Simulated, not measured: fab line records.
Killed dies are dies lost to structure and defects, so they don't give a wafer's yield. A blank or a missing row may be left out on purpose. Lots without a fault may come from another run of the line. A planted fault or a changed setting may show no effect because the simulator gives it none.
fab line records	flow sfq-line	part 1 of 2: steps 1 to 28 of 39
record: lots: 5	wafers: 15	last-day: 85
route steps=325 shown M2@90 I2@103 M3@118
lots with no fault: from the same line, run without faults
start-h: hours from the record's opening day to when the first of the lot's shown wafers began	wait-h: how many hours have passed since the lot's step before this one	" as in the row above	L1.1+2: one row covering several wafers at once	- no value, or no start was given	* or withheld: withheld	< > ~ a bound
route shown NAME@n: NAME is a module with steps in the file, n the number in the route of the first one	usual: the fault-free wafers' mean and standard deviation	same: alike in all rows	chamber/n: place in a boat	sites: readings site by site	_std_site: standard deviation across them	_edge_site: inner sites' mean taken away from outer sites' mean	radius-mm: how far each site lies from the wafer's centre	mask NAME#n: copy n	behind: the last tool/chamber to shape the wafer	hold: the reason the lot was held/the length of the hold in hours/how it ended	device: which transistor (n, p or np) failed to switch	end of line: at the end of the route, the tests of the same wafers	a step without rows: its recipe alone	killed: dies lost to structure and defects at the first sort, not the wafer's yield	map: shows each die of a wafer: x if killed, . if not, _ if none is there
set.NAME: the setting the step ran with; set.NAME@STEP: the setting that earlier step ran with	model.NAME: the simulator's own value behind a step, which no gauge read
lots at selected steps of the route; one table per step, one row per wafer
services: when a tool's chamber went out of use (start-h, in hours from the record's first day, below 0 if earlier), for how many hours, and the reason
== steps ==
step: SFQ_M2_RS_MEAS_914
recipe: thk-meas-gauge: four-point-probe	reads: Nb_of_TRILAYER_M2_DEP_SPUTTER_055
usual: M2_NB_RS: 0.889/0.0087
lot.wafer	tool	chamber	start-h	wait-h	M2_NB_RS[ohm/sq]
L079.1	film-metro-02	-	601.79	0.0	0.871
L079.2	"	-	"	"	0.886
L079.3	"	-	"	"	0.889
L081.3	film-metro-01	-	605.14	0.1	0.876
L081.4	"	-	"	"	0.885
L081.6	"	-	"	"	0.869
L086.2	film-metro-02	-	670.71	0.1	0.868
L086.3	"	-	"	"	0.873
L086.5	"	-	"	"	0.884
L095.4	film-metro-02	-	687.01	0.1	0.889
L095.5	"	-	"	"	0.881
L095.6	"	-	"	"	0.894
L096.1	film-metro-02	-	841.85	0.0	0.900
L096.2	"	-	"	"	0.892
L096.3	"	-	"	"	0.884
step: SFQ_TRILAYER_M2_LITHO_COAT_062
recipe: resist: BARC	spin-rpm: 3000	resist-thk-nm: 62
usual: spin-speed-rpm: 3000.0/2.1
lot.wafer	tool	chamber	start-h	wait-h	spin-speed-rpm
L079.1	litho-track-03	0	601.97	0.1	3000.1
L079.2	"	0	"	"	3001.5
L079.3	"	0	"	"	3000.6
L081.3	litho-track-03	0	605.38	0.1	2998.0
L081.4	"	0	"	"	2999.7
L081.6	"	0	"	"	2999.0
L086.2	litho-track-02	0	670.92	0.1	3002.9
L086.3	"	0	"	"	3001.1
L086.5	"	0	"	"	3002.4
L095.4	litho-track-02	0	687.28	0.2	3004.6
L095.5	"	0	"	"	2997.7
L095.6	"	0	"	"	3000.0
L096.1	litho-track-02	0	842.03	0.1	2999.5
L096.2	"	0	"	"	3001.7
L096.3	"	0	"	"	3000.3
step: SFQ_TRILAYER_M2_LITHO_COAT_057
recipe: resist: KrF	spin-rpm: 3000	resist-thk-nm: 600
usual: spin-speed-rpm: 3000.0/2
lot.wafer	tool	chamber	start-h	wait-h	spin-speed-rpm
L079.1	litho-track-03	0	602.27	0.2	2999.8
L079.2	"	0	"	"	2998.1
L079.3	"	0	"	"	3000.1
L081.3	litho-track-03	0	605.68	0.2	2997.3
L081.4	"	0	"	"	3000.8
L081.6	"	0	"	"	3000.2
L086.2	litho-track-02	0	671.22	0.2	2998.5
L086.3	"	0	"	"	2995.5
L086.5	"	0	"	"	2999.0
L095.4	litho-track-02	0	687.58	0.2	3003.3
L095.5	"	0	"	"	3000.9
L095.6	"	0	"	"	3002.6
L096.1	litho-track-02	0	842.33	0.2	2999.7
L096.2	"	0	"	"	3005.8
L096.3	"	0	"	"	3003.6
step: SFQ_TRILAYER_M2_LITHO_SOFTBAKE_061
recipe: temp-c: withheld	time-s: withheld	resist: KrF
lot.wafer	tool	chamber	start-h	wait-h
L079.1+2+3	litho-track-03	0	602.57	0.2
L081.3+4+6	litho-track-03	0	605.93	0.2
L086.2+3+5	litho-track-02	0	671.50	0.2
L095.4+5+6	litho-track-02	0	687.81	0.2
L096.1+2+3	litho-track-02	0	842.63	0.2
step: SFQ_TRILAYER_M2_LITHO_EXPOSE_058
recipe: mask-id: M2	na: 0.6	source-shape: conventional	sigma-outer: 0.65	target-cd-nm: 500	dose-mj: 14.4
same: sigma-outer: 0.65
lot.wafer	tool	chamber	start-h	wait-h	mask
L079.1+2+3	krf-scanner-01	0	758.62	-	M2#0
L081.3+4+6	krf-scanner-01	0	761.42	-	M2#0
L086.2+3+5	krf-scanner-02	0	826.14	-	M2#0
L095.4+5+6	krf-scanner-01	0	843.47	-	M2#0
L096.1+2+3	krf-scanner-02	0	997.23	-	M2#0
step: SFQ_TRILAYER_M2_LITHO_PEB_060
recipe: peb-temp-c: 115	peb-time-s: 60	resist: KrF
same: peb-time-s: 60
lot.wafer	tool	chamber	start-h	wait-h
L079.1+2+3	litho-track-03	0	759.82	1.0
L081.3+4+6	litho-track-03	0	762.27	0.7
L086.2+3+5	litho-track-03	0	827.17	0.8
L095.4+5+6	litho-track-02	0	844.14	0.5
L096.1+2+3	litho-track-03	0	998.43	1.0
step: SFQ_TRILAYER_M2_LITHO_DEVELOP_059
recipe: time-s: 60	resist: KrF
lot.wafer	tool	chamber	start-h	wait-h
L079.1+2+3	litho-track-03	0	759.97	0.1
L081.3+4+6	litho-track-03	0	762.42	0.1
L086.2+3+5	litho-track-03	0	827.32	0.1
L095.4+5+6	litho-track-02	0	844.29	0.1
L096.1+2+3	litho-track-03	0	998.58	0.1
step: SFQ_M2_OVL_MEAS_916
usual: M2_OVL: -2/5.4
lot.wafer	tool	chamber	start-h	wait-h	M2_OVL[nm]
L079.1	overlay-01	-	760.12	0.1	-14
L079.2	"	-	"	"	-11
L079.3	"	-	"	"	-12
L081.3	overlay-01	-	762.53	0.1	1
L081.4	"	-	"	"	-2
L081.6	"	-	"	"	-1
L086.2	overlay-01	-	827.45	0.1	-3
L086.3	"	-	"	"	-3
L086.5	"	-	"	"	2
L095.4	overlay-01	-	844.39	0.1	-10
L095.5	"	-	"	"	-8
L095.6	"	-	"	"	-12
L096.1	overlay-02	-	998.73	0.1	-6
L096.2	"	-	"	"	-10
L096.3	"	-	"	"	-6
step: SFQ_TRILAYER_M2_BARC_OPEN_METAL_ETCH_077
recipe: mask-material: PR	chemistry: O2	target-depth-nm: 125	target: BARC	icp-w: 600	bias-w: 80	pressure-mtorr: 10	time-s: 43.11
usual: drypump-motor-current-A: 5.9/0.43	oes-product-au: 0.680/0.0046
lot.wafer	tool	chamber	start-h	wait-h	drypump-motor-current-A	oes-product-au	rf-hours-counter-h
L079.1	rie-metal-01	1	760.15	0.0	6.2	0.674	142
L079.2	"	0	"	"	5.9	0.681	61
L079.3	"	1	"	"	6.2	0.684	-
L081.3	rie-metal-02	1	762.57	0.0	5.4	0.676	-
L081.4	"	0	"	"	6.7	0.676	-
L081.6	"	0	"	"	6.7	0.672	-
L086.2	rie-metal-02	0	827.48	0.0	6.7	0.679	73
L086.3	"	0	"	"	6.7	0.686	-
L086.5	"	1	"	"	5.4	0.674	-
L095.4	rie-metal-04	0	844.42	0.0	5.8	0.677	-
L095.5	"	0	"	"	5.8	0.677	-
L095.6	"	1	"	"	5.5	0.686	-
L096.1	rie-metal-04	1	998.77	0.0	5.5	0.670	46
L096.2	"	0	"	"	5.8	0.677	70
L096.3	"	1	"	"	5.5	0.673	-
step: SFQ_TRILAYER_M2_ETCH_METAL_ETCH_060
recipe: target: Nb	stop-on: SiO2	mask-material: PR	chemistry: Cl2/Ar	target-depth-nm: 240	icp-w: 600	bias-w: 80	pressure-mtorr: 10	time-s: 120
usual: drypump-motor-current-A: 5.9/0.43	oes-product-au: 0.895/0.0064
lot.wafer	tool	chamber	start-h	wait-h	drypump-motor-current-A	oes-product-au	rf-hours-counter-h
L079.1	rie-metal-01	1	760.21	0.0	6.2	0.898	142
L079.2	"	0	"	"	5.9	0.886	61
L079.3	"	1	"	"	6.2	0.898	-
L081.3	rie-metal-02	1	762.66	0.1	5.4	0.904	-
L081.4	"	0	"	"	6.7	0.902	-
L081.6	"	0	"	"	6.7	0.896	-
L086.2	rie-metal-02	0	827.54	0.0	6.7	0.902	73
L086.3	"	0	"	"	6.7	0.908	-
L086.5	"	1	"	"	5.4	0.907	-
L095.4	rie-metal-04	0	844.51	0.1	5.8	0.893	-
L095.5	"	0	"	"	5.8	0.900	-
L095.6	"	1	"	"	5.5	0.890	-
L096.1	rie-metal-04	1	998.83	0.0	5.5	0.893	46
L096.2	"	0	"	"	5.8	0.893	70
L096.3	"	1	"	"	5.5	0.894	-
step: SFQ_TRILAYER_M2_STRIP_STRIP_061
recipe: gas: O2	power-w: 200	platen-temp-c: 40	overash-fraction: 0.65	chemistry: O2	pressure-mtorr: 50
usual: drypump-motor-current-A: 5.9/0.42	oes-product-au: 0.994/0.0089
lot.wafer	tool	chamber	start-h	wait-h	drypump-motor-current-A	oes-product-au	rf-hours-counter-h
L079.1	rie-metal-01	1	760.34	0.1	6.2	0.995	142
L079.2	"	0	"	"	5.9	0.986	61
L079.3	"	1	"	"	6.2	1.002	-
L081.3	rie-metal-02	1	762.94	0.2	5.4	0.998	-
L081.4	"	0	"	"	6.7	0.989	-
L081.6	"	0	"	"	6.6	0.987	-
L086.2	rie-metal-02	0	827.66	0.1	6.7	1.003	73
L086.3	"	0	"	"	6.7	0.992	-
L086.5	"	1	"	"	5.4	1.000	-
L095.4	rie-metal-04	0	844.79	0.2	5.8	0.989	-
L095.5	"	0	"	"	5.8	0.980	-
L095.6	"	1	"	"	5.5	0.985	-
L096.1	rie-metal-04	1	998.96	0.1	5.5	1.001	46
L096.2	"	0	"	"	5.8	0.988	70
L096.3	"	1	"	"	5.5	0.996	-
step: SFQ_TRILAYER_M2_STRIP_SOLV_CLEAN_062
recipe: chemistry: NMP	temp-c: 70	time-s: 600
lot.wafer	tool	chamber	start-h	wait-h
L079.1+2+3	wet-bench-03	4,7,6	760.94	0.4
L081.3+4+6	wet-bench-01	3,2,5	763.34	0.2
L086.2+3+5	wet-bench-02	0,1,7	828.26	0.4
L095.4+5+6	wet-bench-03	6,2,1	845.19	0.2
L096.1+2+3	wet-bench-02	5,1,7	999.56	0.4
step: SFQ_TRILAYER_I2_DEP_PECVD_063
recipe: material: SiO2	temp-c: 150	time-s: 111.11	pressure-torr: 2.4	rf-w: 183.3	precursor: SiH4/N2O	target-thk-nm: 500
usual: heater-power-w: 90/17	throttle-valve-pct: 24.4/1.6
lot.wafer	tool	chamber	start-h	wait-h	heater-power-w	throttle-valve-pct
L079.1	pecvd-03	2	761.11	0.0	106	22.8
L079.2	"	1	"	"	72	22.7
L079.3	"	0	"	"	81	22.3
L081.3	pecvd-04	2	763.51	0.0	104	26.3
L081.4	"	2	"	"	107	26.3
L081.6	"	1	"	"	73	26.7
L086.2	pecvd-04	2	828.44	0.0	117	26.4
L086.3	"	1	"	"	65	26.8
L086.5	"	1	"	"	68	26.7
L095.4	pecvd-03	2	845.42	0.0	120	22.9
L095.5	"	0	"	"	78	22.7
L095.6	"	1	"	"	58	23.0
L096.1	pecvd-02	2	999.73	0.0	92	21.6
L096.2	"	0	"	"	96	23.2
L096.3	"	1	"	"	101	22.0
step: SFQ_TRILAYER_I2_CMP_CMP_064
recipe: material: SiO2	down-force-psi: 3	platen-rpm: 60	pad-velocity-m-s: 0.94248
usual: motor-current-A: 10.1/0.71	time-to-endpoint-s: 219/7.1
lot.wafer	tool	chamber	start-h	wait-h	motor-current-A	time-to-endpoint-s
L079.3	cmp-02	2	762.83	1.7	9.0	221
L079.2	"	3	"	"	10.1	214
L079.1	"	0	"	"	10.0	218
L081.3	cmp-02	3	765.83	2.3	10.8	215
L081.4	"	2	767.33	3.7	8.9	223
L081.6	"	0	768.33	4.7	9.7	228
L086.2	cmp-01	3	829.02	0.5	10.0	215
L086.3	"	1	830.02	1.5	10.3	205
L086.5	"	2	"	"	10.6	210
L095.4	cmp-01	0	848.24	2.8	11.4	209
L095.5	"	2	849.24	3.8	10.8	213
L095.6	"	3	"	"	10.2	219
L096.3	cmp-01	3	1004.24	4.5	9.2	228
L096.1	"	0	"	"	10.6	213
L096.2	"	1	"	"	10.5	214
step: SFQ_I2_BOW_MEAS_917
recipe: mode: bow
usual: I2_BOW: 2/7.3
lot.wafer	tool	chamber	start-h	wait-h	I2_BOW[um]
L079.1	film-metro-04	-	765.83	1.5	-2
L079.2	"	-	"	"	-3
L079.3	"	-	"	"	6
L081.3	film-metro-03	-	768.87	2.5	3
L081.4	"	-	"	"	21
L081.6	"	-	"	"	4
L086.2	film-metro-01	-	831.54	2.0	-9
L086.3	"	-	"	"	-10
L086.5	"	-	"	"	-7
L095.4	film-metro-01	-	850.30	1.6	0
L095.5	"	-	"	"	-5
L095.6	"	-	"	"	2
L096.1	film-metro-03	-	1006.74	1.5	2
L096.2	"	-	"	"	9
L096.3	"	-	"	"	1
step: SFQ_TRILAYER_I2_METRO_MEASURE_065
usual: thk-nm: 200.4/1
lot.wafer	tool	chamber	start-h	wait-h	thk-nm
L079.1	film-metro-04	-	765.95	0.1	199.9
L079.2	"	-	"	"	200.2
L079.3	"	-	"	"	199.8
L081.3	film-metro-03	-	769.35	0.5	199.1
L081.4	"	-	"	"	201.2
L081.6	"	-	"	"	200.9
L086.2	film-metro-01	-	831.84	0.3	201.1
L086.3	"	-	"	"	199.2
L086.5	"	-	"	"	199.3
L095.4	film-metro-01	-	850.96	0.6	198.8
L095.5	"	-	"	"	198.3
L095.6	"	-	"	"	199.3
L096.1	film-metro-03	-	1006.86	0.1	200.2
L096.2	"	-	"	"	197.8
L096.3	"	-	"	"	200.5
step: SFQ_TRILAYER_I2_VIA_LITHO_COAT_072
recipe: resist: BARC	spin-rpm: 3000	resist-thk-nm: 62
usual: spin-speed-rpm: 2999.7/2
lot.wafer	tool	chamber	start-h	wait-h	spin-speed-rpm
L079.1	litho-track-02	0	767.15	1.0	2998.1
L079.2	"	0	"	"	2999.8
L079.3	"	0	"	"	2996.7
L081.3	litho-track-01	0	770.25	0.7	2999.0
L081.4	"	0	"	"	2997.6
L081.6	"	0	"	"	2997.6
L086.2	litho-track-01	0	832.89	0.8	3001.0
L086.3	"	0	"	"	3001.4
L086.5	"	0	"	"	2999.9
L095.4	litho-track-01	0	851.71	0.6	2999.1
L095.5	"	0	"	"	2997.6
L095.6	"	0	"	"	2998.8
L096.1	litho-track-03	0	1008.06	1.0	2999.6
L096.2	"	0	"	"	3000.2
L096.3	"	0	"	"	2998.7
step: SFQ_TRILAYER_I2_VIA_LITHO_COAT_067
recipe: resist: KrF	spin-rpm: 3000	resist-thk-nm: 650
usual: spin-speed-rpm: 2999.9/2.2
lot.wafer	tool	chamber	start-h	wait-h	spin-speed-rpm
L079.1	litho-track-02	0	767.45	0.2	2995.9
L079.2	"	0	"	"	2998.9
L079.3	"	0	"	"	3001.2
L081.3	litho-track-01	0	770.55	0.2	3002.5
L081.4	"	0	"	"	3000.1
L081.6	"	0	"	"	2999.0
L086.2	litho-track-01	0	833.19	0.2	3000.9
L086.3	"	0	"	"	2999.2
L086.5	"	0	"	"	3000.9
L095.4	litho-track-01	0	852.01	0.2	2999.9
L095.5	"	0	"	"	2999.3
L095.6	"	0	"	"	3002.0
L096.1	litho-track-03	0	1008.36	0.2	2999.8
L096.2	"	0	"	"	2999.7
L096.3	"	0	"	"	2997.9
step: SFQ_TRILAYER_I2_VIA_LITHO_SOFTBAKE_071
recipe: temp-c: withheld	time-s: withheld	resist: KrF
lot.wafer	tool	chamber	start-h	wait-h
L079.1+2+3	litho-track-02	0	767.75	0.2
L081.3+4+6	litho-track-01	0	770.80	0.2
L086.2+3+5	litho-track-01	0	833.46	0.2
L095.4+5+6	litho-track-01	0	852.24	0.2
L096.1+2+3	litho-track-03	0	1008.66	0.2
step: SFQ_TRILAYER_I2_VIA_LITHO_EXPOSE_068
recipe: mask-id: I2	na: 0.6	source-shape: conventional	sigma-outer: 0.65	target-cd-nm: 500	dose-mj: 21.3
same: sigma-outer: 0.65
lot.wafer	tool	chamber	start-h	wait-h	mask
L079.1+2+3	krf-scanner-02	0	922.18	-	I2#0
L081.3+4+6	krf-scanner-02	0	926.18	-	I2#0
L086.2+3+5	krf-scanner-02	0	990.23	-	I2#0
L095.4+5+6	krf-scanner-02	0	1008.88	-	I2#0
L096.1+2+3	krf-scanner-02	0	1009.48	-	I2#0
step: SFQ_TRILAYER_I2_VIA_LITHO_PEB_070
recipe: peb-temp-c: 115	peb-time-s: 60	resist: KrF
same: peb-time-s: 60
lot.wafer	tool	chamber	start-h	wait-h
L079.1+2+3	litho-track-03	0	923.38	1.0
L081.3+4+6	litho-track-03	0	927.03	0.7
L086.2+3+5	litho-track-03	0	991.26	0.8
L095.4+5+6	litho-track-01	0	1009.56	0.5
L096.1+2+3	litho-track-02	0	1010.68	1.0
step: SFQ_TRILAYER_I2_VIA_LITHO_DEVELOP_069
recipe: time-s: 60	resist: KrF
lot.wafer	tool	chamber	start-h	wait-h
L079.1+2+3	litho-track-03	0	923.53	0.1
L081.3+4+6	litho-track-03	0	927.18	0.1
L086.2+3+5	litho-track-03	0	991.41	0.1
L095.4+5+6	litho-track-01	0	1009.71	0.1
L096.1+2+3	litho-track-02	0	1010.83	0.1
step: SFQ_I2_OVL_MEAS_918
usual: I2_OVL: 0/5
lot.wafer	tool	chamber	start-h	wait-h	I2_OVL[nm]
L079.1	overlay-02	-	923.68	0.1	-3
L079.2	"	-	"	"	-7
L079.3	"	-	"	"	0
L081.3	overlay-02	-	927.29	0.1	-1
L081.4	"	-	"	"	-3
L081.6	"	-	"	"	0
L086.2	overlay-02	-	991.54	0.1	0
L086.3	"	-	"	"	2
L086.5	"	-	"	"	-3
L095.4	overlay-02	-	1009.80	0.1	4
L095.5	"	-	"	"	3
L095.6	"	-	"	"	4
L096.1	overlay-02	-	1010.98	0.1	3
L096.2	"	-	"	"	0
L096.3	"	-	"	"	4
step: SFQ_TRILAYER_I2_VIA_BARC_OPEN_VIA_ETCH_096
recipe: mask-material: PR	chemistry: O2	target-depth-nm: 125	target: BARC	source-w: 481	bias-w: 80	pressure-mtorr: 30	time-s: 41.7
usual: drypump-motor-current-A: 5.84/0.26	oes-product-au: 0.685/0.0049
lot.wafer	tool	chamber	start-h	wait-h	drypump-motor-current-A	oes-product-au	rf-hours-counter-h
L079.1	rie-diel-02	1	923.72	0.0	5.62	0.679	1
L079.2	"	3	"	"	5.87	0.682	8
L079.3	"	0	"	"	6.09	0.691	12
L081.3	rie-diel-02	1	927.32	0.0	5.67	0.692	1
L081.4	"	3	"	"	5.88	0.683	8
L081.6	"	3	"	"	5.87	0.678	-
L086.2	rie-diel-03	1	991.57	0.0	5.96	0.687	3
L086.3	"	0	"	"	5.83	0.695	9
L086.5	"	0	"	"	5.82	0.690	-
L095.4	rie-diel-04	0	1009.82	0.0	6.06	0.686	12
L095.5	"	0	"	"	6.06	0.684	-
L095.6	"	1	"	"	6.19	0.687	-
L096.1	rie-diel-03	3	1011.02	0.0	5.91	0.681	2
L096.2	"	2	"	"	5.70	0.684	2
L096.3	"	1	"	"	5.97	0.679	4
step: SFQ_TRILAYER_I2_VIA_ETCH_VIA_ETCH_070
recipe: target: SiO2	stop-on: Nb	mask-material: PR	taper-deg: 20	chemistry: CHF3	target-depth-nm: 260	source-w: 500	bias-w: 80	pressure-mtorr: 30	time-s: withheld
usual: drypump-motor-current-A: 5.84/0.26	oes-product-au: 0.855/0.0056
lot.wafer	tool	chamber	start-h	wait-h	drypump-motor-current-A	oes-product-au
L079.1	rie-diel-02	1	923.76	0.0	5.65	0.859
L079.2	"	3	"	"	5.86	0.856
L079.3	"	0	"	"	6.07	0.859
L081.3	rie-diel-02	1	927.36	0.0	5.66	0.857
L081.4	"	3	"	"	5.87	0.858
L081.6	"	3	"	"	5.87	0.852
L086.2	rie-diel-03	1	991.61	0.0	5.99	0.847
L086.3	"	0	"	"	5.80	0.854
L086.5	"	0	"	"	5.77	0.850
L095.4	rie-diel-04	0	1009.86	0.0	6.03	0.854
L095.5	"	0	"	"	6.04	0.844
L095.6	"	1	"	"	6.19	0.853
L096.1	rie-diel-03	3	1011.06	0.0	5.91	0.857
L096.2	"	2	"	"	5.71	0.848
L096.3	"	1	"	"	5.99	0.857
step: SFQ_TRILAYER_I2_VIA_STRIP_STRIP_071
recipe: gas: O2	power-w: 200	platen-temp-c: 40	overash-fraction: 0.65	chemistry: O2	pressure-mtorr: 50
usual: drypump-motor-current-A: 5.9/0.47	oes-product-au: 0.995/0.0087
lot.wafer	tool	chamber	start-h	wait-h	drypump-motor-current-A	oes-product-au	rf-hours-counter-h
L079.1	rie-metal-02	1	923.87	-	5.4	1.018	77
L079.2	"	0	"	"	6.7	0.991	86
L079.3	"	1	"	"	5.4	1.007	-
L081.3	rie-metal-03	0	927.67	-	5.2	1.008	-
L081.4	"	1	"	"	5.9	0.996	-
L081.6	"	0	"	"	5.1	1.001	-
L086.2	rie-metal-02	1	991.72	-	5.4	1.003	88
L086.3	"	0	"	"	6.6	0.990	-
L086.5	"	1	"	"	5.4	0.997	-
L095.4	rie-metal-03	1	1010.17	-	6.0	1.006	-
L095.5	"	1	"	"	5.9	0.999	-
L095.6	"	0	"	"	5.1	0.995	-
L096.1	rie-metal-01	1	1011.17	-	6.2	0.997	21
L096.2	"	0	"	"	5.9	0.987	94
L096.3	"	0	"	"	6.0	0.988	-
step: SFQ_TRILAYER_I2_VIA_STRIP_SOLV_CLEAN_072
recipe: chemistry: NMP	temp-c: 70	time-s: 600
lot.wafer	tool	chamber	start-h	wait-h
L079.1+2+3	wet-bench-04	7,3,6	924.47	0.4
L081.3+4+6	wet-bench-01	5,1,6	928.07	0.2
L086.2+3+5	wet-bench-01	3,6,5	992.32	0.4
L095.4+5+6	wet-bench-04	2,7,6	1010.57	0.2
L096.1+2+3	wet-bench-03	2,5,0	1011.77	0.4
step: SFQ_TRILAYER_M3_DEP_PRE_CLEAN_074
recipe: gas: Ar	time-s: 22.5	bias-v: 250
lot.wafer	tool	chamber	start-h	wait-h
L079.1+2+3	pvd-sputter-06	-	924.64	0.0
L081.3+4+6	pvd-sputter-06	-	928.24	0.0
L086.2+3+5	pvd-sputter-06	-	992.70	0.0
L095.4+5+6	pvd-sputter-03	-	1010.75	0.0
L096.1+2+3	pvd-sputter-04	-	1011.95	0.0
